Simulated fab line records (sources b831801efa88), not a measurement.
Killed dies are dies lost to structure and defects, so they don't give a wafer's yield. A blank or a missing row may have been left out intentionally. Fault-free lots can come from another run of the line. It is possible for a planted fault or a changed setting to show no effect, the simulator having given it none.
Matching of chambers :: flow gf180mcu :: GF_V2_ETCH_16 on rie diel-02 has 4 sister chambers
The step etches BARC in N2/H2. 14 wafers are shown with their chamber, then 7 later ones without.

## WAFERS PAIRED WITH THEIR CHAMBERS
wafer: L175.1
chamber: 0
drypump motor current A (A): 6.0
rf fwd power W (W): 491.6
oes product au (a.u.): 0.858

wafer: L175.5
chamber: 1
drypump motor current A (A): 5.8
rf fwd power W (W): 491.8
oes product au (a.u.): 0.855

wafer: L175.6
chamber: 2
drypump motor current A (A): 5.9
rf fwd power W (W): 492.4
oes product au (a.u.): 0.866

wafer: L177.1
chamber: 2
drypump motor current A (A): 5.9
rf fwd power W (W): 496.2
oes product au (a.u.): 0.853

wafer: L177.3
chamber: 0
drypump motor current A (A): 6.0
rf fwd power W (W): 495.3
oes product au (a.u.): 0.854

wafer: L177.5
chamber: 1
drypump motor current A (A): 5.7
rf fwd power W (W): 491.7
oes product au (a.u.): 0.860

wafer: L180.1
chamber: 3
drypump motor current A (A): 6.0
rf fwd power W (W): 492.5
oes product au (a.u.): 0.851

wafer: L180.4
chamber: 0
drypump motor current A (A): 6.0
rf fwd power W (W): 493.5
oes product au (a.u.): 0.854

wafer: L180.5
chamber: 3
drypump motor current A (A): 6.0
rf fwd power W (W): 495.2
oes product au (a.u.): 0.855

wafer: L184.1
chamber: 3
drypump motor current A (A): 6.0
rf fwd power W (W): 494.9
oes product au (a.u.): 0.846

wafer: L184.3
chamber: 0
drypump motor current A (A): 6.0
rf fwd power W (W): 492.3
oes product au (a.u.): 0.858

wafer: L184.6
chamber: 3
drypump motor current A (A): 6.0
rf fwd power W (W): 496.6
oes product au (a.u.): 0.850

wafer: L188.2
chamber: 2
drypump motor current A (A): 6.0
rf fwd power W (W): 495.0
oes product au (a.u.): 0.852

wafer: L188.5
chamber: 2
drypump motor current A (A): 6.0
rf fwd power W (W): 495.8
oes product au (a.u.): 0.865

SIGNATURES (means of the wafers above)
reading: drypump motor current A
chamber 0: 6.000
chamber 1: 5.750
chamber 2: 5.950
chamber 3: 6.000
scatter within a chamber: 0.0387

reading: rf fwd power W
chamber 0: 493.175
chamber 1: 491.750
chamber 2: 494.850
chamber 3: 494.800
scatter within a chamber: 1.59

reading: oes product au
chamber 0: 0.85600
chamber 1: 0.85750
chamber 2: 0.85900
chamber 3: 0.85050
scatter within a chamber: 0.00489
Rule: for each reading, subtract the chamber's mean from the wafer's reading, divide by that reading's scatter and square the result; add these up over the readings and take the root, which gives the wafer's distance from the chamber. The wafer belongs to the nearest chamber; if the next one is less than 2 further off, it can't be placed. How the scatter is found: for the shown wafers, subtract from each reading the mean of its chamber, square and add these, divide the total by (wafers less chambers), then take the root.

## WAFERS WHOSE CHAMBER IS MISSING
wafer: L188.6
drypump motor current A (A): 6.0
rf fwd power W (W): 493.5
oes product au (a.u.): 0.847

wafer: L190.1
drypump motor current A (A): 5.9
rf fwd power W (W): 496.3
oes product au (a.u.): 0.861

wafer: L190.3
drypump motor current A (A): 6.0
rf fwd power W (W): 494.0
oes product au (a.u.): 0.858

wafer: L190.4
drypump motor current A (A): 5.9
rf fwd power W (W): 493.6
oes product au (a.u.): 0.862

wafer: L192.1
drypump motor current A (A): 6.0
rf fwd power W (W): 494.1
oes product au (a.u.): 0.865

wafer: L192.4
drypump motor current A (A): 6.0
rf fwd power W (W): 493.6
oes product au (a.u.): 0.847

wafer: L192.6
drypump motor current A (A): 6.0
rf fwd power W (W): 492.8
oes product au (a.u.): 0.871

## THE CHAMBER EACH PASSED THROUGH
wafer: L188.6
from the rows above: can't be placed: 3 or 0 or 2
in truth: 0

wafer: L190.1
from the rows above: can't be placed: 2 or 0 or 3
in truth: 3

wafer: L190.3
from the rows above: can't be placed: 0 or 2 or 3
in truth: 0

wafer: L190.4
from the rows above: can't be placed: 2 or 0 or 3
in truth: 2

wafer: L192.1
from the rows above: can't be placed: 2 or 0 or 3
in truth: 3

wafer: L192.4
from the rows above: can't be placed: 3 or 0 or 2
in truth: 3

wafer: L192.6
from the rows above: can't be placed: 2 or 0 or 3
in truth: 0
Correctly placed: 0 of 7. Cannot be placed on the basis of these rows: 7; the candidates contain the true chamber in 7. 0 placed wrongly.
